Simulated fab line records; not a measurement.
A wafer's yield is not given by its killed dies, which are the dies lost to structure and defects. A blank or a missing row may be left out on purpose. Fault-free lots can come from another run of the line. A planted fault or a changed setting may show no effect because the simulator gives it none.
What tool caused it? -- flow sky130 -- 36 wafers sampled from 12 lots at 1 step of a route of 708

## WHAT THE GAUGES READ, wafer by wafer
SKY_FIELD_ISO_THK_MEAS_23.
lot,measured,on,FIELD_ISO_OXIDATION_01_THK (nm)
L156,day 2 17:10,filmMetro-03,9.89 9.87 9.89
L159,day 3 07:03,filmMetro-01,10.02 9.84 9.77
L161,day 3 16:55,filmMetro-01,9.87 9.80 9.94
L162,day 4 02:29,filmMetro-03,10.22 10.32 10.06
L164,day 4 11:01,filmMetro-01,9.91 9.88 9.98
L166,day 4 20:51,filmMetro-03,10.61 10.38 10.44
L168,day 5 02:31,filmMetro-01,10.24 10.25 10.10
L169,day 5 02:31,filmMetro-03,9.99 9.96 10.21
L171,day 5 12:27,filmMetro-04,10.39 10.53 10.21
L173,day 6 03:32,filmMetro-01,10.12 10.07 10.24
L174,day 6 06:13,filmMetro-01,10.37 10.28 10.27
L178,day 7 03:07,filmMetro-01,10.08 9.80 10.04

## TOOL THAT RAN EACH LOT (tool first, then ch and the chambers of the sampled wafers, then the start)
The record holds no process step before these readings.

## WHAT THE TOOLS THEMSELVES READ (means of the sampled wafers that have a number; where no wafer has one, the mark that the record gives instead)
The record holds no such reading with a usual standard deviation.

## THE ANSWER, worked out from the rows above alone
Rule: usual is defined by the lots themselves. Put in order of their means at a reading, lots are off if they are a third of the lots or fewer, leave a main group of 4 or more, and stand apart from it by a gap of 3 or more times the standard deviation of the main group's means; of several such gaps the widest counts. A main group is skipped when, at the precision printed for the reading in the tables above, its means are all equal. A lot without any number at a reading at which 4 lots or more have one is off too. The other lots that the step has rows for count as sound. After the gauges, taken in route order, come the tools' own readings; for these a lot's mean is taken, as printed above. The first step at which some lot is off is used, and at that step the reading that is off furthest; a lot without a number counts as furthest.
Across all readings shown, no lot is off: no conclusion can be drawn from this.

## WHAT THE SIMULATOR HAD PUT IN
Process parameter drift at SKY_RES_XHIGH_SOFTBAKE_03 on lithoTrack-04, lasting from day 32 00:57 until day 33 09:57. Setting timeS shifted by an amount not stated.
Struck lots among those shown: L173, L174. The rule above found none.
